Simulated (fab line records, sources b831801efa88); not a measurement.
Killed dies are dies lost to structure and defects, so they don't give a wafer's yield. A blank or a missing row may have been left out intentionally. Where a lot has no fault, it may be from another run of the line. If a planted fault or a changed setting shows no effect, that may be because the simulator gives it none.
Chamber matching    flow sky130    SKY_CONTACT_CMP_27 on cmp-02: 4 sister chambers
The step polishes, stops on SiO2, t overpolish 15 s, target thk 0 nm. 8 wafers are shown with their chamber, then 6 later ones without.

EACH WAFER AND ITS CHAMBER
wafer   chamber  motor-current-A (A)  time-to-endpoint-s (s)
L528.6  0        11.1                 80
L533.2  3        13.0                 89
L533.6  2        9.3                  75
L535.4  2        9.2                  74
L535.6  3        13.2                 90
L538.1  1        10.9                 81
L538.2  0        10.9                 73
L538.6  1        10.8                 79

WAFERS WITHOUT THEIR CHAMBER
wafer   motor-current-A (A)  time-to-endpoint-s (s)
L544.1  13.5                 85
L544.4  11.3                 79
L544.6  9.3                  71
L546.1  9.3                  75
L546.2  10.4                 80
L546.3  11.4                 80

EACH ONE'S CHAMBER
wafer   from the rows above      in truth
L544.1  3                        3
L544.4  can't be placed: 0 or 1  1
L544.6  2                        2
L546.1  2                        2
L546.2  can't be placed: 1 or 0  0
L546.3  can't be placed: 0 or 1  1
Placed correctly: 3 of 6. Unplaceable from these rows: 3, with the true chamber sitting among the candidates in 3. 0 placed wrongly.
How it was worked out, from the rows above alone: a wafer's distance from a chamber is the root of the sum, over the readings, of the square of ((its reading less the chamber's mean) divided by the reading's scatter). If the next closest chamber is less than 2 further off than the closest, the wafer can't be placed; otherwise it belongs to the closest. The mean given for a chamber averages the wafers shown for that chamber. The scatter: the root of (the sum of the squares of (reading less its chamber's mean) over the shown wafers, divided by (wafers less chambers)).
